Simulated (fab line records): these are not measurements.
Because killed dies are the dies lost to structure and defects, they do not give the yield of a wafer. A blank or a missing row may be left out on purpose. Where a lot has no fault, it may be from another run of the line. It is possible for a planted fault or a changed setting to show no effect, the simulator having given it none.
Split-lot experiment    flow sky130    23 wafers read across 5 lots, on a route 708 steps long

SPLIT DETAILS
At SKY_METAL4_SPUTTER_02 (material AlCu, target thk 735 nm, time 39.1 s), the setting time-s was moved away from the recipe's 39.1 s on 9 of the 23 wafers read, by -14.3% to -6.1%. This setting was run at the recipe's value on the other wafers.

The split's own step is where the reading is taken.

THE READING
AlCu_of_METAL4_SPUTTER_02.thk-nm (the simulator's own value, which no gauge read), in nm, at SKY_METAL4_SPUTTER_02 (material AlCu, target thk 735 nm, time 39.1 s). There is no usual value for it anywhere in the file. Here, 14 wafers ran the recipe; their average is 730.5 nm with a standard deviation of 5.2 nm.

wafer   tool, chamber at the split  time-s as run, s  against the recipe  AlCu_of_METAL4_SPUTTER_02.thk-nm, nm  against lot-mates on the recipe
L074.1  pvd-sputter-03, -           39.1              recipe              737.5                                 -
L074.2  pvd-sputter-03, -           39.1              recipe              724.6                                 -
L074.3  pvd-sputter-03, -           39.1              recipe              732.4                                 -
L074.4  pvd-sputter-03, -           39.1              recipe              728.1                                 -
L074.5  pvd-sputter-03, -           39.1              recipe              729.5                                 -
L076.1  pvd-sputter-04, -           35.52             -9.2%               659.8                                 -77.8
L076.2  pvd-sputter-04, -           39.1              recipe              736.8                                 -
L076.3  pvd-sputter-04, -           35.52             -9.2%               657.4                                 -80.1
L076.5  pvd-sputter-04, -           39.1              recipe              738.3                                 -
L076.6  pvd-sputter-04, -           35.52             -9.2%               657.1                                 -80.4
L079.1  pvd-sputter-03, -           39.1              recipe              731.4                                 -
L079.3  pvd-sputter-03, -           39.1              recipe              735.4                                 -
L079.5  pvd-sputter-03, -           39.1              recipe              725.9                                 -
L082.1  pvd-sputter-02, -           39.1              recipe              728.2                                 -
L082.2  pvd-sputter-02, -           36.73             -6.1%               684.7                                 -43.5
L082.4  pvd-sputter-02, -           36.73             -6.1%               684.6                                 -43.6
L082.5  pvd-sputter-02, -           39.1              recipe              728.3                                 -
L082.6  pvd-sputter-02, -           36.73             -6.1%               686.8                                 -41.5
L084.1  pvd-sputter-04, -           33.49             -14.3%              622.2                                 -103.1
L084.2  pvd-sputter-04, -           33.49             -14.3%              623.9                                 -101.4
L084.4  pvd-sputter-04, -           39.1              recipe              719.5                                 -
L084.5  pvd-sputter-04, -           39.1              recipe              731.1                                 -
L084.6  pvd-sputter-04, -           33.49             -14.3%              610.2                                 -115.1

FIT RESULTS
A straight line over all 23 wafers: AlCu_of_METAL4_SPUTTER_02.thk-nm changes by +7.79 nm for each +1% of time-s; r = +0.99; the points scatter about the line by 4.9 nm.
The same after taking each lot's own level away (the mean of its wafers on the recipe; 23 wafers): +7.69 nm for each +1%; r = +0.99; scatter 5.6 nm.
That fit puts the effect of the largest move of time-s on the reading at 1.1e+02 nm.
From 725.30 to 737.55 nm: that is the span of the lots' own levels, equal to 2.4 times the standard deviation above.
Hence the lot-to-lot level has little effect on the slope; both slopes agree.
Check: for one of the wafers moved furthest among these (-14.3%), held out of the fit, the line's prediction against its lot-mates is -113 nm. Against them it came out at -103 nm.

OTHER SPLITS ON THESE WAFERS
Other splits were also applied to these wafers ahead of the reading. Each is held against what the fit with the lots' levels taken away leaves over:
other split on the same wafers           wafers away from the commonest value  r with AlCu_of_METAL4_SPUTTER_02.thk-nm (lot level and that fit taken away)
SKY_METAL2_SPUTTER_02 power-w            8                                     +0.15
SKY_VIA2_COAT_07 spin-rpm                6                                     -0.32
SKY_VIA2_ETCH_14 bias-w                  8                                     -0.26
SKY_VIA2_SPUTTER_20 time-s               7                                     +0.12
SKY_CAPM_DEVELOP_11 dev-temp-c           9                                     +0.18
SKY_METAL3_EXPOSE_10 dose-mj             10                                    -0.33
SKY_METAL3_METAL_ETCH_18 bias-w          4                                     +0.18
SKY_VIA3_HDPCVD_00 time-s                11                                    +0.12
SKY_VIA3_SPUTTER_20 chamber-pressure-pa  15                                    +0.21

FILE'S OWN FIT
AlCu_of_METAL4_SPUTTER_02.thk-nm changes by +7.71 nm for each +1% of time-s, r = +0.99.
